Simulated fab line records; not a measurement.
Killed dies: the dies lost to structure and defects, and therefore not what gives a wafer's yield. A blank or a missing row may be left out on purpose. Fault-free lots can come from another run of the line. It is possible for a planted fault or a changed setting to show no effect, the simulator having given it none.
fab line records	flow gf180mcu
[record] lots = 7	wafers = 19	lastDay = 34
route steps=602 shown STI@3 PASSIVATION@602
lots that met no fault: from a run of the same line without faults
startH: hours from the record's first day to the start of the lot's first wafer shown	waitH: time in hours since the lot's previous step	" unchanged from the row above	L1.1+2: several wafers, shown together as one row	- no value present, or no start provided	* or withheld: withheld	< > ~ a bound
route shown NAME@n: NAME is a module with steps in the file, n the number in the route of the first one	usual: mean and standard deviation over wafers with no fault	same: alike in all rows	chamber/n: place in a boat	sites: the reading at each site	_std_site: the values' standard deviation	_edge_site: outer sites' mean less inner sites'	radiusMm: for every site, how far away it sits from the centre of the wafer	mask NAME#n: copy n	behind: the last tool/chamber to shape the wafer	hold: cause of the lot's hold/its duration in hours/its outcome	device: names the non-switching transistor (n, p or np)	end of line: tests of these same wafers at the route's end	for a step that has no rows: nothing shown but its recipe	killed: dies that structure and defects cost at the first sort, which is not the same as the wafer's yield	map: shows each die of a wafer: x if killed, . if not, _ if none is there
set.NAME: the run value of the setting; set.NAME@STEP: its run value at that earlier step	model.NAME: the simulator's own value behind a step, which no gauge read
lots at some steps of the route; a table a step, a row a wafer
services: the hour from which a tool's chamber was out of use, counted from the record's first day as startH (under 0 if before that day), plus the number of hours and why
[[steps]]
[step GF_STI_THK_MEAS_02]
[recipe] reads = SiO2_of_STI_OXIDATION_01
[usual] STI_OXIDATION_THK = 10.01/0.2
lot.wafer	tool	chamber	startH	waitH	STI_OXIDATION_THK[nm]
L222.2	filmMetro-01	-	12.28	0.0	9.68
L222.3	"	-	"	"	9.42
L222.5	"	-	"	"	9.63
L224.4	filmMetro-01	-	22.75	0.0	9.81
L224.5	"	-	"	"	10.05
L224.6	"	-	"	"	9.83
L229.2	filmMetro-02	-	47.00	0.0	10.01
L229.3	"	-	"	"	10.11
L229.5	"	-	"	"	10.04
L231.1	filmMetro-01	-	56.70	0.0	9.86
L231.2	"	-	"	"	10.05
L233.5	filmMetro-02	-	67.09	0.0	9.92
L233.6	"	-	"	"	10.04
L238.1	filmMetro-01	-	92.65	0.0	9.64
L238.5	"	-	"	"	9.79
L238.6	"	-	"	"	9.71
L243.2	filmMetro-02	-	116.52	0.0	10.52
L243.3	"	-	"	"	10.40
L243.5	"	-	"	"	10.33
[step GF_STI_CVD_03]
[recipe] material = Si3N4	precursor = DCS/NH3	targetThkNm = 207.16	tempC = 770	timeS = 3551	pressureMtorr = 250
[step GF_STI_THK_MEAS_04]
[recipe] reads = Si3N4_of_STI_CVD_03
[usual] STI_CVD_03_THK = 208.0/1.8
lot.wafer	tool	chamber	startH	waitH	STI_CVD_03_THK[nm]
L222.2	filmMetro-02	-	15.32	0.0	207.0
L222.3	"	-	"	"	207.6
L222.5	"	-	"	"	208.6
L224.4	filmMetro-01	-	25.35	0.0	207.9
L224.5	"	-	"	"	208.8
L224.6	"	-	"	"	206.1
L229.2	filmMetro-02	-	49.05	0.0	207.1
L229.3	"	-	"	"	205.2
L229.5	"	-	"	"	205.8
L231.1	filmMetro-01	-	58.74	0.0	208.5
L231.2	"	-	"	"	208.1
L233.5	filmMetro-02	-	69.27	0.2	205.9
L233.6	"	-	"	"	206.6
L238.1	filmMetro-03	-	94.86	0.2	206.3
L238.5	"	-	"	"	207.5
L238.6	"	-	"	"	207.2
L243.2	filmMetro-03	-	118.57	0.0	211.5
L243.3	"	-	"	"	210.5
L243.5	"	-	"	"	210.2
[step GF_STI_DEHYDRATE_05]
[recipe] tempC = 200	timeS = 60
[step GF_STI_HMDS_06]
[recipe] primeTimeS = 60	primeTempC = 120
[step GF_STI_COAT_07]
[recipe] resist = KrF	spinRpm = withheld	resistThkNm = 700
[step GF_STI_SOFTBAKE_08]
[recipe] tempC = 130	timeS = 60	resist = KrF
[step GF_STI_EXPOSE_09]
[recipe] maskId = COMP	targetCdNm = 220	na = 0.68	sourceShape = conventional	sigmaOuter = 0.6	doseMj = 28
[step GF_STI_PEB_10]
[recipe] pebTempC = 135	pebTimeS = 90	resist = KrF
[step GF_STI_DEVELOP_11]
[recipe] developTimeS = 60	devTempC = 21
[step GF_STI_CD_MEAS_12]
[recipe] targetCdNm = 220
[usual] cdNm = 219.8/1.2
lot.wafer	tool	chamber	startH	waitH	cdNm
L222.2	cdSem-02	-	26.94	0.1	220.8
L222.3	"	-	"	"	221.2
L222.5	"	-	"	"	220.2
L224.4	cdSem-02	-	37.53	0.1	220.0
L224.5	"	-	"	"	220.2
L224.6	"	-	"	"	221.3
L229.2	cdSem-01	-	61.34	0.1	217.8
L229.3	"	-	"	"	218.2
L229.5	"	-	"	"	218.6
L231.1	cdSem-02	-	72.41	0.1	221.9
L231.2	"	-	"	"	221.4
L233.5	cdSem-01	-	82.39	0.1	219.9
L233.6	"	-	"	"	220.1
L238.1	cdSem-02	-	108.06	0.1	220.1
L238.5	"	-	"	"	220.0
L238.6	"	-	"	"	220.4
L243.2	cdSem-02	-	133.34	0.1	220.7
L243.3	"	-	"	"	219.5
L243.5	"	-	"	"	218.9
[step GF_STI_ETCH_13]
[recipe] chemistry = CHF3/O2	stopOn = Si	overEtchFrac = 0.3	targetDepthA = 2823.1	sourceW = 600	biasW = 200	pressureMtorr = 40	chf3FlowSccm = 50	O2_flow_sccm = 5	timeS = 112.9
[usual] O2_flow_sccm = 5.003/0.015	drypumpMotorCurrentA = 5.7/0.33	oesProductAu = 0.835/0.006	runLengthS = 141.4/0.33	throttleValvePct = 8.812/0.0091
lot.wafer	tool	chamber	startH	waitH	O2_flow_sccm	drypumpMotorCurrentA	oesProductAu	rfHoursCounterH	runLengthS	throttleValvePct
L222.2	rieDiel-03	1	27.04	0.1	4.993	6.1	0.829	152	141.3	8.819
L222.3	"	3	"	"	5.010	5.0	0.825	93	141.6	8.801
L222.5	"	2	"	"	4.984	6.5	0.839	-	141.8	8.806
L224.4	rieDiel-01	0	37.59	0.0	4.975	5.4	0.829	107	141.4	8.827
L224.5	"	3	"	"	4.960	6.0	0.836	-	141.6	8.815
L224.6	"	2	"	"	5.004	5.6	0.835	-	141.2	8.805
L229.2	rieDiel-01	1	61.44	0.1	5.000	5.8	0.831	43	141.7	8.815
L229.3	"	3	"	"	5.039	5.9	0.824	8	141.5	8.813
L229.5	"	2	"	"	4.999	5.6	0.834	-	141.1	8.805
L231.1	rieDiel-01	3	72.53	0.1	5.012	6.0	0.825	8	141.5	8.824
L231.2	"	2	"	"	5.010	5.6	0.832	135	141.1	8.805
L233.5	rieDiel-03	2	82.47	0.1	5.012	6.5	0.829	-	142.0	8.806
L233.6	"	1	"	"	5.000	6.1	0.827	-	141.4	8.806
L238.1	rieDiel-04	0	108.18	0.1	5.015	5.8	0.837	8	141.3	8.797
L238.5	"	2	"	"	5.013	5.2	0.838	-	141.2	8.815
L238.6	"	3	"	"	5.031	5.7	0.836	-	141.0	8.820
L243.2	rieDiel-04	0	133.44	0.1	5.018	5.8	0.843	9	140.8	8.814
L243.3	"	3	"	"	5.020	5.8	0.836	65	141.0	8.802
L243.5	"	0	"	"	4.990	5.8	0.844	-	141.1	8.799
[step GF_STI_ETCH_14]
[recipe] target = Si	chemistry = HBr/Cl2/O2	targetDepthNm = 360	icpW = 600	biasW = 150	pressureMtorr = 15	HBr_flow_sccm = 150	Cl2_flow_sccm = 40	O2_flow_sccm = 6	timeS = 102.9
[usual] O2_flow_sccm = 5.999/0.015	drypumpMotorCurrentA = 5.5/0.59	oesProductAu = 1.001/0.0069	runLengthS = 131.3/0.43	throttleValvePct = 25.656/0.0091
lot.wafer	tool	chamber	startH	waitH	O2_flow_sccm	drypumpMotorCurrentA	oesProductAu	rfHoursCounterH	runLengthS	throttleValvePct	model.STI.featureDepthNm	model.etch.depthNm	model.KrF_of_STI_COAT_07.thkNm
L222.2	rieSi-02	1	27.11	0.0	6.002	5.6	0.996	24	131.5	25.662	356.7	356.7	320.6
L222.3	"	3	"	"	5.984	6.5	1.003	3	131.7	25.658	358	358	319.5
L222.5	"	2	"	"	5.994	5.2	0.989	-	131.7	25.644	358.8	358.8	316.7
L224.4	rieSi-01	1	37.67	0.0	6.028	5.9	0.987	3	131.3	25.648	358	358	323.3
L224.5	"	0	"	"	5.981	4.9	1.002	-	130.7	25.665	361.8	361.8	311.9
L224.6	"	3	"	"	6.003	4.8	1.004	-	130.8	25.648	365.2	365.2	318.5
L229.2	rieSi-02	2	61.52	0.0	6.019	5.2	1.001	3	131.6	25.667	359.3	359.3	319
L229.3	"	3	"	"	6.009	6.5	0.997	3	131.6	25.651	360.3	360.3	317.8
L229.5	"	1	"	"	5.997	5.6	0.988	-	89.9	25.658	209.6	209.6	371
L231.1	rieSi-02	0	72.61	0.0	5.995	5.4	1.006	1	88.3	25.654	214.4	214.4	369.7
L231.2	"	1	"	"	5.977	5.6	1.000	25	131.7	25.656	359.1	359.1	325.1
L233.5	rieSi-02	0	82.55	0.0	6.015	5.4	1.002	-	88.7	25.659	212	212	370.3
L233.6	"	1	"	"	5.950	5.5	0.996	-	131.9	25.672	355.6	355.6	323.3
L238.1	rieSi-01	2	108.26	0.0	5.977	6.0	1.000	4	131.1	25.669	358.2	358.2	319.7
L238.5	"	2	"	"	5.980	6.0	0.990	-	131.3	25.662	356.1	356.1	321.8
L238.6	"	0	"	"	6.000	4.9	0.998	-	131.0	25.653	359.4	359.4	319
L243.2	rieSi-01	2	133.52	0.0	6.002	6.0	0.998	4	131.2	25.671	355.2	355.2	318.2
L243.3	"	0	"	"	6.011	4.9	1.000	37	130.7	25.649	358.4	358.4	318.4
L243.5	"	0	"	"	5.989	4.9	0.996	-	130.9	25.659	357.1	357.1	315.9
[step GF_STI_STRIP_15]
[recipe] chemistry = O2/N2	powerW = 1400	pressureMtorr = 1500	platenTempC = 250	o2FlowSccm = 3000	n2FlowSccm = 300	overashFraction = 0.5
[usual] drypumpMotorCurrentA = 5.8/0.3	heaterPowerW = 343/21	oesProductAu = 0.384/0.0045	stripTimeToEndpointS = 3.73/0.033
lot.wafer	tool	chamber	startH	waitH	drypumpMotorCurrentA	heaterPowerW	oesProductAu	rfHoursCounterH	stripTimeToEndpointS
L222.2	plasmaAsher-01	1	27.19	0.0	5.7	369	0.382	38	3.73
L222.3	"	1	"	"	5.7	372	0.385	-	3.72
L222.5	"	1	"	"	5.7	367	0.385	-	3.70
L224.4	plasmaAsher-02	0	37.77	0.1	6.3	342	0.384	-	3.76
L224.5	"	1	"	"	5.7	372	0.376	-	3.63
L224.6	"	0	"	"	6.3	344	0.380	-	3.71
L229.2	plasmaAsher-01	1	61.59	0.0	5.7	365	0.388	42	3.72
L229.3	"	0	"	"	6.0	313	0.381	-	3.72
L229.5	"	0	"	"	6.0	302	0.406	-	4.26
L231.1	plasmaAsher-01	0	72.69	0.0	6.0	310	0.401	43	4.27
L231.2	"	1	"	"	5.7	363	0.389	43	3.79
L233.5	plasmaAsher-01	0	82.65	0.1	6.0	316	0.404	-	4.27
L233.6	"	1	"	"	5.7	379	0.387	-	3.76
L238.1	plasmaAsher-02	0	108.34	0.0	6.3	345	0.391	46	3.73
L238.5	"	0	"	"	6.4	348	0.380	-	3.75
L238.6	"	1	"	"	5.7	368	0.385	-	3.71
L243.2	plasmaAsher-03	0	133.59	0.0	5.7	337	0.386	31	3.70
L243.3	"	0	"	"	5.7	332	0.385	-	3.70
L243.5	"	1	"	"	5.4	333	0.386	-	3.69
[step GF_STI_CLEAN_16]
[recipe] chemistry = dHF	timeS = 25	dilution = 100:1
[step GF_PASSIVATION_PROBE_99]
lot.wafer	tool	chamber	startH	waitH	model.etest.ldpmos_10p0.rOnOhmUm	model.etest.pwellInDnwell.lineOhmUm	model.etest.pwellInDnwell.rsOhmSq	model.etest.pDrift.rsOhmSq	model.etest.ldnmos_10p0.rOnOhmUm	model.etest.nDrift.rsOhmSq	model.etest.nwell.lineOhmUm	model.etest.nwell.rsOhmSq
L222.2	prober-02	-	671.05	0.1	1.112e+04	3794	2278	2378	3780	1118	1161	990.6
L222.3	prober-02	-	671.10	0.2	1.106e+04	3768	2280	2402	3762	1137	1157	993.2
L222.5	prober-02	-	671.20	0.2	1.123e+04	3796	2291	2393	3799	1143	1192	1002
L224.4	prober-02	-	688.15	0.2	1.108e+04	3899	2336	2369	3658	1199	1176	1020
L224.5	prober-02	-	688.20	0.2	1.117e+04	4009	2383	2396	3688	1231	1208	1028
L224.6	prober-02	-	688.25	0.2	1.099e+04	3954	2372	2410	3672	1238	1202	1031
L229.2	prober-01	-	720.60	0.1	1.121e+04	3872	2345	2335	3754	1146	1251	1060
L229.3	prober-01	-	720.65	0.2	1.125e+04	3754	2329	2327	3726	1146	1218	1061
L229.5	prober-01	-	720.75	0.2	1.013e+04	2944	1781	1865	3159	843	944.7	797.6
L231.1	prober-01	-	738.95	0.1	1.003e+04	3004	1821	1915	3158	855.5	920.9	793.7
L231.2	prober-01	-	739.00	0.1	1.092e+04	3976	2361	2620	3728	1189	1191	1026
L233.5	prober-01	-	750.80	0.2	1.003e+04	2944	1799	1870	3139	864.8	905.2	785.3
L233.6	prober-01	-	750.85	0.2	1.1e+04	3993	2394	2314	3679	1217	1182	1016
L238.1	prober-02	-	777.55	0.1	1.119e+04	4074	2430	2417	3784	1096	1192	1022
L238.5	prober-02	-	777.75	0.2	1.131e+04	4066	2428	2419	3774	1083	1189	1024
L238.6	prober-02	-	777.80	0.2	1.116e+04	4088	2447	2429	3781	1109	1190	1028
L243.2	prober-01	-	805.65	0.1	1.119e+04	3909	2363	2310	3713	1193	1100	959.7
L243.3	prober-01	-	805.70	0.2	1.117e+04	3970	2361	2312	3688	1189	1121	962.9
L243.5	prober-01	-	805.80	0.2	1.11e+04	3869	2359	2317	3704	1195	1124	956.7
// killed by level:class
L222.2 V1:geometricParticle:open=4 V2:geometricParticle:open=4 M1:geometricParticle:short=3 V2:geometricParticle:short=3 V3:geometricParticle:open=3 STI:geometricParticle:short=2 V4:geometricParticle:short=2 V3:geometricParticle:short=2
L222.3 V1:geometricParticle:open=7 V5:geometricParticle:open=6 V4:geometricParticle:open=4 V2:geometricParticle:open=4 CONTACT:geometricParticle:open=3 V3:geometricParticle:open=3 M4:geometricParticle:short=3 STI:geometricParticle:short=2
L222.5 CONTACT:geometricParticle:open=4 V3:geometricParticle:open=4 M1:geometricParticle:short=3 V1:geometricParticle:open=3 V2:geometricParticle:short=3 V5:geometricParticle:open=3 STI:geometricParticle:short=2 V1:geometricParticle:short=2
L224.4 M1:geometricParticle:short=5 V1:geometricParticle:open=4 STI:geometricParticle:open=3 M3:geometricParticle:short=3 V3:geometricParticle:open=3 M4:geometricParticle:short=3 V4:geometricParticle:short=3 POLY_GATE:geometricParticle:short=2
L224.5 STI:geometricParticle:open=6 V5:geometricParticle:open=6 V1:geometricParticle:open=4 V3:geometricParticle:open=4 V5:geometricParticle:short=3 POLY_GATE:geometricParticle:short=2 CONTACT:geometricParticle:short=2 CONTACT:geometricParticle:open=2
L224.6 V4:geometricParticle:open=8 V5:geometricParticle:open=6 CONTACT:geometricParticle:short=5 CONTACT:geometricParticle:open=4 V1:geometricParticle:open=4 V2:geometricParticle:open=4 M4:geometricParticle:short=3 V3:geometricParticle:open=2
L238.1 V1:geometricParticle:open=4 V1:geometricParticle:short=4 V2:geometricParticle:open=4 CONTACT:geometricParticle:open=3 V3:geometricParticle:open=3 V4:geometricParticle:open=3 V5:geometricParticle:open=3 V5:geometricParticle:short=3
L238.5 V5:geometricParticle:open=6 V2:geometricParticle:open=5 M1:geometricParticle:short=4 V1:geometricParticle:short=4 CONTACT:geometricParticle:open=3 V1:geometricParticle:open=3 V3:geometricParticle:short=3 V4:geometricParticle:short=3
L238.6 V5:geometricParticle:open=6 POLY_GATE:geometricParticle:short=4 V1:geometricParticle:open=4 V2:geometricParticle:open=3 V4:geometricParticle:open=3 STI:geometricParticle:short=2 CONTACT:geometricParticle:short=2 CONTACT:geometricParticle:open=2
L243.2 CONTACT:geometricParticle:open=6 V1:geometricParticle:open=4 V3:geometricParticle:open=4 V5:geometricParticle:open=4 STI:geometricParticle:open=3 V4:geometricParticle:open=3 V2:geometricParticle:open=3 V4:geometricParticle:short=3
L243.3 V5:geometricParticle:open=6 V1:geometricParticle:open=4 CONTACT:geometricParticle:short=4 M2:geometricParticle:short=3 M1:geometricParticle:short=2 V2:geometricParticle:open=2 V3:geometricParticle:short=2 V3:geometricParticle:open=2
L243.5 CONTACT:geometricParticle:open=7 V2:geometricParticle:open=7 V1:geometricParticle:short=6 V5:geometricParticle:open=6 STI:geometricParticle:open=5 V4:geometricParticle:open=5 V1:geometricParticle:open=4 M4:geometricParticle:short=4
[[services]]
tool	chamber	startH	hours	kind
rieDiel-03	0	5.30	6.0	repair
rieDiel-01	1	33.03	4.4	repair
plasmaAsher-01	-	40.16	2.4	repair
rieDiel-01	3	43.55	7.9	repair
rieSi-02	2	46.92	9.1	repair
rieSi-02	-	47.57	2.8	pm
plasmaAsher-02	-	48.63	2.8	pm
rieSi-01	0	59.99	3.3	repair
rieSi-02	0	60.11	7.4	repair
rieDiel-01	2	61.61	7.0	repair
plasmaAsher-03	-	73.21	2.7	repair
plasmaAsher-03	-	76.75	2.8	pm
rieDiel-01	0	85.71	8.8	repair
rieDiel-04	-	86.70	0.2	repair
rieDiel-01	1	86.91	2.7	repair
plasmaAsher-02	-	87.19	4.3	repair
rieSi-01	1	104.43	14.0	repair
plasmaAsher-02	-	108.75	9.0	pm
plasmaAsher-02	0	108.75	9.0	ventCycle
plasmaAsher-02	1	108.75	9.0	ventCycle
plasmaAsher-03	-	116.26	2.0	repair
plasmaAsher-02	0	117.75	-	clean
plasmaAsher-02	1	117.75	-	clean
rieDiel-03	2	129.76	1.3	repair
[[key]]
[firstSign] step = GF_STI_ETCH_14	reading = runLengthS	direction = down	sigmas = 99	usual = *	struck = *
[effect] step = GF_STI_STRIP_15	reading = stripTimeToEndpointS	direction = up	sigmas = 16	usual = *	struck = *
[modelEffect] step = GF_STI_ETCH_14	value = STI.featureDepthNm	without = 359	struck = 212
[modelEffect] step = GF_PASSIVATION_PROBE_99	value = etest.ldpmos_10p0.rOnOhmUm	without = 1.105e+04	struck = 1.006e+04
metAt GF_STI_ETCH_14
struckWafers L229.5,L231.1,L233.5
sortLeftOut L229.5,L231.1,L233.5
testerLeftOut L229,L231,L233
onsetBetween 27.11 61.52
[fault] kind = processParameterDrift	tool = rieSi-02	chamber = -	onsetH = 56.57	steps = GF_STI_ETCH_14	channel = timeS	offset = *	shape = step	endH = 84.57	scope = struckWafersOnly	actsIn = *	stated = *
// testerLeftOut: of these lots the tester's yield and bins aren't shown, on N5 and GAA mostly nor the transistor test; their killed dies are dies lost to structure and defects alone, not to doping, threshold or leakage, so they don't give the yield
// sortLeftOut: the simulated sort isn't trusted on such a fault, so these wafers' sort isn't shown, and their yield isn't known
